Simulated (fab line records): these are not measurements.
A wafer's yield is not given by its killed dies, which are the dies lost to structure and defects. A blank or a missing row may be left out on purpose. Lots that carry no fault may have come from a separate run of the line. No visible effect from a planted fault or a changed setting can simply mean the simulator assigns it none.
Matching of chambers :: flow gf180mcu :: GF_V2_ETCH_16 on rie_diel-02: 4 sister chambers
The step etches BARC in N2/H2. 8 wafers are shown with their chamber, then 10 later ones without.

WAFERS, EACH WITH ITS CHAMBER
wafer: L076.3
chamber: 2
drypump_motor_current_A (A): 5.8
oes_product_au (a.u.): 0.867

wafer: L083.4
chamber: 1
drypump_motor_current_A (A): 5.5
oes_product_au (a.u.): 0.857

wafer: L083.6
chamber: 0
drypump_motor_current_A (A): 5.0
oes_product_au (a.u.): 0.851

wafer: L089.4
chamber: 3
drypump_motor_current_A (A): 5.9
oes_product_au (a.u.): 0.858

wafer: L089.5
chamber: 3
drypump_motor_current_A (A): 5.9
oes_product_au (a.u.): 0.853

wafer: L089.6
chamber: 2
drypump_motor_current_A (A): 5.8
oes_product_au (a.u.): 0.857

wafer: L091.1
chamber: 1
drypump_motor_current_A (A): 5.6
oes_product_au (a.u.): 0.859

wafer: L091.2
chamber: 0
drypump_motor_current_A (A): 5.0
oes_product_au (a.u.): 0.854

WAFERS WITHOUT THEIR CHAMBER
wafer: L091.6
drypump_motor_current_A (A): 5.9
oes_product_au (a.u.): 0.852

wafer: L093.3
drypump_motor_current_A (A): 5.9
oes_product_au (a.u.): 0.853

wafer: L093.4
drypump_motor_current_A (A): 5.0
oes_product_au (a.u.): 0.855

wafer: L093.5
drypump_motor_current_A (A): 5.9
oes_product_au (a.u.): 0.852

wafer: L096.2
drypump_motor_current_A (A): 5.5
oes_product_au (a.u.): 0.853

wafer: L096.3
drypump_motor_current_A (A): 5.9
oes_product_au (a.u.): 0.858

wafer: L096.5
drypump_motor_current_A (A): 5.0
oes_product_au (a.u.): 0.856

wafer: L097.2
drypump_motor_current_A (A): 5.9
oes_product_au (a.u.): 0.858

wafer: L097.3
drypump_motor_current_A (A): 5.5
oes_product_au (a.u.): 0.851

wafer: L097.5
drypump_motor_current_A (A): 5.0
oes_product_au (a.u.): 0.858

THE CHAMBER EACH PASSED THROUGH
wafer: L091.6
from the rows above: 3
in truth: 3

wafer: L093.3
from the rows above: 3
in truth: 3

wafer: L093.4
from the rows above: 0
in truth: 0

wafer: L093.5
from the rows above: 3
in truth: 3

wafer: L096.2
from the rows above: 1
in truth: 1

wafer: L096.3
from the rows above: 3
in truth: 3

wafer: L096.5
from the rows above: 0
in truth: 0

wafer: L097.2
from the rows above: 3
in truth: 3

wafer: L097.3
from the rows above: 1
in truth: 1

wafer: L097.5
from the rows above: 0
in truth: 0
Correct placement for 10 of the 10. From these rows, 0 cannot be placed. Wrongly placed: 0.
How it was worked out, from the rows above alone: a wafer's distance from a chamber is the root of the sum, over the readings, of the square of ((its reading less the chamber's mean) divided by the reading's scatter). The wafer belongs to the nearest chamber; if the next one is less than 2 further off, it can't be placed. A chamber's mean is the mean of its shown wafers. The scatter: the root of (the sum of the squares of (reading less its chamber's mean) over the shown wafers, divided by (wafers less chambers)).
